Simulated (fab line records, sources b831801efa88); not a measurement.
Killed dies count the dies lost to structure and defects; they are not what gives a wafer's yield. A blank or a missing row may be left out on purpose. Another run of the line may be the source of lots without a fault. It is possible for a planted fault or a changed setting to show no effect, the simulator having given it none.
Which of the tools did it?	flow sky130	36 wafers from 12 lots sampled at 3 of the route's 708 steps

## WHAT THE GAUGES READ, wafer by wafer
SKY_CAPM_RS_MEAS_03: uses a four-point probe to measure.
lot	measured	on	CAPM_TIN_RS (ohm/sq)
L507	day 37 00:47	film metro-03	6.83 6.89 6.89
L508	day 37 22:23	film metro-04	6.95 7.03 7.06
L510	day 38 00:54	film metro-03	6.88 6.95 6.97
L509	day 38 02:01	film metro-04	6.92 7.09 6.84
L512	day 38 10:30	film metro-04	6.92 7.08 7.03
L513	day 38 14:05	film metro-03	6.91 7.04 6.95
L516	day 39 21:50	film metro-04	6.94 6.99 6.93
L518	day 40 00:25	film metro-04	6.87 6.99 6.91
L521	day 41 04:11	film metro-03	6.89 6.99 6.81
L523	day 41 08:29	film metro-01	7.06 6.96 4.44 7.08 6.95 4.44
L526	day 42 07:06	film metro-01	6.94 6.92 6.90
L527	day 42 08:17	film metro-03	6.94 6.86 6.93

SKY_CAPM_THK_MEAS_04: measures by xrf.
lot	measured	on	CAPM_TIN_THK (nm)
L507	day 37 00:55	film metro-03	203.2 200.3 201.4
L508	day 37 22:30	film metro-04	200.0 197.6 196.7
L510	day 38 01:01	film metro-03	202.3 200.5 199.6
L509	day 38 02:08	film metro-04	201.3 195.1 202.7
L512	day 38 10:37	film metro-04	200.3 196.2 197.3
L513	day 38 14:13	film metro-03	200.9 195.9 199.0
L516	day 39 21:57	film metro-04	200.3 199.5 201.2
L518	day 40 00:31	film metro-04	201.6 198.4 200.2
L521	day 41 04:17	film metro-03	202.3 198.2 203.9
L523	day 41 10:11	film metro-01	196.0 198.6 306.9 195.7 198.3 307.4
L526	day 42 07:13	film metro-01	200.3 200.4 202.3
L527	day 42 08:25	film metro-03	199.1 200.3 199.1

## TOOL THAT RAN EACH LOT (tool first, then ch and the chambers of the sampled wafers, then the start)
lot	SKY_CAPM_SPUTTER_02
L507	pvd sputter-01, day 37 00:41
L508	pvd sputter-04, day 37 22:16
L510	pvd sputter-02, day 38 00:47
L509	pvd sputter-04, day 38 01:54
L512	pvd sputter-04, day 38 10:23
L513	pvd sputter-04, day 38 13:59
L516	pvd sputter-02, day 39 21:43
L518	pvd sputter-01, day 40 00:16
L521	pvd sputter-01, day 41 04:03
L523	pvd sputter-04, day 41 08:22
L526	pvd sputter-01, day 42 06:59
L527	pvd sputter-01, day 42 08:11
- SKY_CAPM_SPUTTER_02: material TiN, target thk 200 nm, time 166.7 s.

## WHAT THE TOOLS THEMSELVES READ (means of the sampled wafers that have a number; where no wafer has one, the mark that the record gives instead)
SKY_CAPM_SPUTTER_02.
lot	tool	throttle valve pct (%)
L507	pvd sputter-01	30.8
L508	pvd sputter-04	29.1
L510	pvd sputter-02	28.6
L509	pvd sputter-04	28.2
L512	pvd sputter-04	29.0
L513	pvd sputter-04	28.7
L516	pvd sputter-02	28.6
L518	pvd sputter-01	29.7
L521	pvd sputter-01	30.8
L523	pvd sputter-04	29.0
L526	pvd sputter-01	30.7
L527	pvd sputter-01	31.5

## THE ANSWER, worked out from the rows above alone
Rule: usual is defined by the lots themselves. The widest of any qualifying gaps counts: lots, ordered by their means at a reading, are off when they make up no more than a third of the lots, leave a main group of 4 or more, and stand apart from it by 3 or more times the standard deviation of that group's means. The tables above print the reading to a certain number of digits; a main group whose means all agree to those digits is not used. Also off: a lot with no number at a reading for which 4 or more lots have one. Where the step has rows for the other lots, those lots are counted as sound. Order of review: gauges by route order, followed by the tools' own readings, for which a lot's mean as printed above is used. At the first step where some lot is off, the reading lying furthest off is the one used; lots without a number count as furthest.
Off: L523, seen at SKY_CAPM_RS_MEAS_03 (CAPM_TIN_RS). For the main group the mean is 6.94 ohm/sq and the standard deviation 0.042.
A tool fits if, at a process step before that reading, it ran every lot that is off, and no sound lot after the first of them. The gauges at SKY_CAPM_RS_MEAS_03 are tried like those tools. One candidate fits, namely pvd sputter-04 at SKY_CAPM_SPUTTER_02. Its last sound lot is L513 (day 38 13:59), its first lot that is off L523 (day 41 08:22): a fault that began between those two fits.

## WHAT THE SIMULATOR HAD PUT IN
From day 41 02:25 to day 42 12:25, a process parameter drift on pvd sputter-04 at SKY_CAPM_SPUTTER_02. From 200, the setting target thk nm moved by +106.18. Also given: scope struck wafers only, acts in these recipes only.
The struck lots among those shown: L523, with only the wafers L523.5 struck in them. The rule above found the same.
